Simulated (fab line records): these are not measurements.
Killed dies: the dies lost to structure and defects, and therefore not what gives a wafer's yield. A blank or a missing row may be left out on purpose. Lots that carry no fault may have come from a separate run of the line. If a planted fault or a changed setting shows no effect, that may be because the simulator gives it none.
The tool behind it: which one?	flow sky130	Sampling: 24 lots, 72 wafers, 5 of 708 route steps

## WHAT THE GAUGES SHOWED, per wafer
SKY_SD_N_TW_MEAS_12. Usual: SD_N_TW typically reads 3989, with standard deviation 44.
lot	measured	on	SD_N_TW	flag
L074	day 27 04:44	filmMetro-04	4006 4000 4013	
L075	day 27 19:21	filmMetro-02	3984 4010 3985	
L076	day 28 02:30	filmMetro-02	4006 3996 3986	
L077	day 28 15:32	filmMetro-04	3998 4015 4002	
L078	day 29 07:13	filmMetro-01	3956 3960 3961	
L079	day 29 20:17	filmMetro-01	3933 3950 3932	
L080	day 30 03:47	filmMetro-04	4000 4018 3994	
L081	day 30 06:41	filmMetro-02	4039 4031 4029	
L082	day 30 20:44	filmMetro-02	4028 4030 4035	
L084	day 31 04:41	filmMetro-01	3923 3930 3905	
L083	day 31 06:41	filmMetro-04	3974 4003 4000	
L085	day 31 08:09	filmMetro-04	4006 3995 3977	
L086	day 31 18:26	filmMetro-04	3963 3967 3982	
L087	day 32 03:53	filmMetro-01	3926 3927 3927	
L088	day 32 07:47	filmMetro-02	4062 4048 4051	
L090	day 33 17:12	filmMetro-02	4039 4016 4007	
L091	day 33 17:29	filmMetro-01	3944 3941 3932	
L089	day 33 18:33	filmMetro-01	3934 3916 3953	
L092	day 33 20:24	filmMetro-01	3939 3948 3955	
L093	day 34 04:50	filmMetro-02	4058 4046 4051	
L094	day 34 22:35	filmMetro-04	4010 4013 4014	
L096	day 35 16:38	filmMetro-02	4053 4023 4063	
L095	day 35 16:56	filmMetro-02	4040 4022 4058	
L097	day 35 21:47	filmMetro-01	3956 3942 3975	

SKY_CAP2M_OVL_MEAS_12. Usual: CAP2M_OVL typically reads 0.6 nm, with standard deviation 2.
lot	measured	on	CAP2M_OVL (nm)	flag
L074	day 39 22:13	overlay-02	1.2 1.4 2.0	
L075	day 40 10:04	overlay-02	2.0 2.6 0.8	
L076	day 40 18:05	overlay-02	1.2 -0.2 2.9	
L077	day 41 04:50	overlay-02	2.8 -0.5 1.6	
L078	day 41 18:55	overlay-01	-0.7 0.5 -1.4	
L079	day 42 09:31	overlay-02	-1.8 -2.8 -1.9	
L080	day 42 12:35	overlay-02	0.0 -2.0 -1.2	
L081	day 42 20:14	overlay-01	0.5 1.8 1.6	
L082	day 43 03:29	overlay-01	-0.9 -2.5 -0.5	
L084	day 43 11:04	overlay-02	2.7 4.2 2.7	
L083	day 43 13:31	overlay-01	-1.7 -1.4 -1.3	
L085	day 43 13:50	overlay-01	0.0 2.3 2.3	
L086	day 43 23:07	overlay-01	1.7 1.5 1.3	
L087	day 44 03:05	overlay-02	0.7 0.0 2.6	
L088	day 44 10:13	overlay-01	-3.9 -2.2 -3.6	
L090	day 45 12:40	overlay-01	-2.8 -3.2 -1.4	
L091	day 45 13:08	overlay-01	-2.2 -1.9 -0.7	
L089	day 45 13:19	overlay-02	-0.7 -1.5 0.9	
L092	day 45 13:50	overlay-02	1.9 3.5 1.1	
L093	day 45 21:07	overlay-02	2.9 2.7 1.6	
L094	day 46 12:39	overlay-02	1.7 0.0 2.5	
L096	day 47 02:41	overlay-02	0.1 0.9 2.8	
L095	day 47 02:59	overlay-01	1.3 2.2 0.8	
L097	day 47 06:57	overlay-02	3.8 2.6 2.2	

## WHAT TOOL EACH LOT RAN ON (gives the tool, then ch and the chambers of the sampled wafers, and finally the start)
lot	SKY_CONTACT_CMP_04	SKY_METAL1_SPUTTER_02	SKY_CAP2M_CVD_00
L074	cmp-01 ch 1,2, day 29 13:45	pvdSputter-04, day 30 19:08	pecvd-01 ch 0,2, day 38 21:58
L075	cmp-02 ch 0,2,3, day 30 04:41	pvdSputter-02, day 31 08:50	pecvd-02 ch 0,1,2, day 39 10:17
L076	cmp-01 ch 0,2,3, day 30 13:15	pvdSputter-04, day 31 18:15	pecvd-02 ch 0,2, day 39 17:56
L077	cmp-02 ch 0,2, day 31 01:07	pvdSputter-03, day 32 05:38	pecvd-03 ch 0,2, day 40 04:43
L078	cmp-02 ch 0,2,3, day 31 17:05	pvdSputter-04, day 32 21:34	pecvd-02 ch 0,1,2, day 40 19:29
L079	cmp-02 ch 0,3, day 32 06:20	pvdSputter-03, day 33 10:39	pecvd-03 ch 0,1, day 41 09:56
L080	cmp-01 ch 0,2,3, day 32 12:09	pvdSputter-03, day 33 16:32	pecvd-02 ch 0,1, day 41 13:25
L081	cmp-02 ch 1,2, day 32 16:14	pvdSputter-03, day 33 20:38	pecvd-03 ch 0,1,2, day 41 20:32
L082	cmp-01 ch 0,1,3, day 33 07:46	pvdSputter-04, day 34 11:37	pecvd-02 ch 1,2, day 42 04:14
L084	cmp-02 ch 1,2,3, day 33 13:47	pvdSputter-02, day 34 17:49	pecvd-02 ch 1,2, day 42 12:02
L083	cmp-02 ch 1,2, day 33 14:56	pvdSputter-04, day 34 19:30	pecvd-03 ch 1,2, day 42 14:20
L085	cmp-01 ch 0,1,3, day 33 17:10	pvdSputter-04, day 34 22:07	pecvd-02 ch 0,2, day 42 14:49
L086	cmp-02 ch 0,1,3, day 34 03:01	pvdSputter-02, day 35 07:27	pecvd-03 ch 1,2, day 43 00:47
L087	cmp-02 ch 2,3, day 34 12:44	pvdSputter-02, day 35 16:21	pecvd-01 ch 0,2, day 43 05:33
L088	cmp-02 ch 0,2,3, day 34 16:45	pvdSputter-02, day 35 20:43	pecvd-01 ch 0,2, day 43 11:59
L090	cmp-01 ch 0,3, day 36 01:47	pvdSputter-04, day 37 06:30	pecvd-02 ch 0,1,2, day 44 15:35
L091	cmp-01 ch 1,3, day 36 02:08	pvdSputter-03, day 37 06:32	pecvd-03 ch 0,1,2, day 44 16:11
L089	cmp-01 ch 0,1, day 36 02:23	pvdSputter-02, day 37 06:48	pecvd-01 ch 1,2, day 44 16:19
L092	cmp-01 ch 0,1,3, day 36 04:17	pvdSputter-02, day 37 08:26	pecvd-02 ch 0,1,2, day 44 16:36
L093	cmp-01 ch 1,2,3, day 36 13:48	pvdSputter-04, day 37 17:39	pecvd-01 ch 0,1,2, day 45 00:50
L094	cmp-02 ch 0,2, day 37 06:45	pvdSputter-02, day 38 10:40	pecvd-02 ch 0,2, day 45 16:07
L096	cmp-01 ch 1,2,3, day 38 01:09	pvdSputter-02, day 39 03:30	pecvd-02 ch 1,2, day 46 06:08
L095	cmp-01 ch 1,2,3, day 38 01:35	pvdSputter-04, day 39 04:06	pecvd-01 ch 0,1, day 46 07:02
L097	cmp-01 ch 1,2,3, day 38 05:38	pvdSputter-03, day 39 08:24	pecvd-01 ch 0,1,2, day 46 10:58
- SKY_CONTACT_CMP_04: polishes SiO2.
- SKY_METAL1_SPUTTER_02: material AlCu, target thk 250 nm, time 13.3 s.
- SKY_CAP2M_CVD_00: deposits SiO2, target thk 15.5 nm.

## AS READ BY THE TOOLS THEMSELVES (means over the sampled wafers that have a number; for cases with no such wafer, the mark the record gives instead)
SKY_CONTACT_CMP_04. Usual: motorCurrentA 11.3 A, standard deviation 1.2; timeToEndpointS 84 s, standard deviation 5.
lot	tool	motorCurrentA (A)	timeToEndpointS (s)	flag
L074	cmp-01	11.2	88	
L075	cmp-02	11.6	83	
L076	cmp-01	11.5	88	
L077	cmp-02	11.0	87	
L078	cmp-02	11.4	85	
L079	cmp-02	11.8	85	
L080	cmp-01	11.4	86	
L081	cmp-02	10.3	89	
L082	cmp-01	10.6	83	
L084	cmp-02	10.5	83	
L083	cmp-02	10.4	86	
L085	cmp-01	10.9	81	
L086	cmp-02	11.6	82	
L087	cmp-02	11.2	87	
L088	cmp-02	11.7	84	
L090	cmp-01	11.2	76	
L091	cmp-01	10.9	79	
L089	cmp-01	10.3	79	
L092	cmp-01	10.8	73	
L093	cmp-01	10.9	79	
L094	cmp-02	11.0	82	
L096	cmp-01	11.0	85	
L095	cmp-01	11.0	86	
L097	cmp-01	10.9	84	

SKY_METAL1_SPUTTER_02. Usual: throttleValvePct at 30.0 %, with a standard deviation of 1.3.
lot	tool	throttleValvePct (%)	flag
L074	pvdSputter-04	31.3	
L075	pvdSputter-02	29.7	
L076	pvdSputter-04	31.1	
L077	pvdSputter-03	30.3	
L078	pvdSputter-04	31.2	
L079	pvdSputter-03	29.6	
L080	pvdSputter-03	29.6	
L081	pvdSputter-03	30.0	
L082	pvdSputter-04	29.9	
L084	pvdSputter-02	30.1	
L083	pvdSputter-04	29.8	
L085	pvdSputter-04	30.8	
L086	pvdSputter-02	29.6	
L087	pvdSputter-02	28.8	
L088	pvdSputter-02	30.0	
L090	pvdSputter-04	29.9	
L091	pvdSputter-03	30.0	
L089	pvdSputter-02	29.9	
L092	pvdSputter-02	29.5	
L093	pvdSputter-04	29.0	
L094	pvdSputter-02	29.2	
L096	pvdSputter-02	29.4	
L095	pvdSputter-04	30.9	
L097	pvdSputter-03	29.3	

SKY_CAP2M_CVD_00. Usual: heaterPowerW at 749 W, with a standard deviation of 94.
lot	tool	heaterPowerW (W)	flag
L074	pecvd-01	647	
L075	pecvd-02	748	
L076	pecvd-02	719	
L077	pecvd-03	881	
L078	pecvd-02	688	
L079	pecvd-03	881	
L080	pecvd-02	734	
L081	pecvd-03	887	
L082	pecvd-02	706	
L084	pecvd-02	669	
L083	pecvd-03	942	
L085	pecvd-02	701	
L086	pecvd-03	886	
L087	pecvd-01	721	
L088	pecvd-01	669	
L090	pecvd-02	698	
L091	pecvd-03	874	
L089	pecvd-01	664	
L092	pecvd-02	689	
L093	pecvd-01	719	
L094	pecvd-02	681	
L096	pecvd-02	660	
L095	pecvd-01	712	
L097	pecvd-01	685	

## THE ANSWER, worked out from the rows above alone
Rule: take the mean of a lot's wafers that have a number; if it is more than 3 standard deviations from the usual mean, the lot is off. A lot without any number at a reading at which 4 lots or more have one is off too. The other lots that the step has rows for count as sound. After the gauges, taken in route order, come the tools' own readings; for these a lot's mean is taken, as printed above. At the first step where some lot is off, the reading lying furthest off is the one used; lots without a number count as furthest.
Nothing can be told from this: no lot is off at any reading shown.

## WHAT THE SIMULATOR PUT IN
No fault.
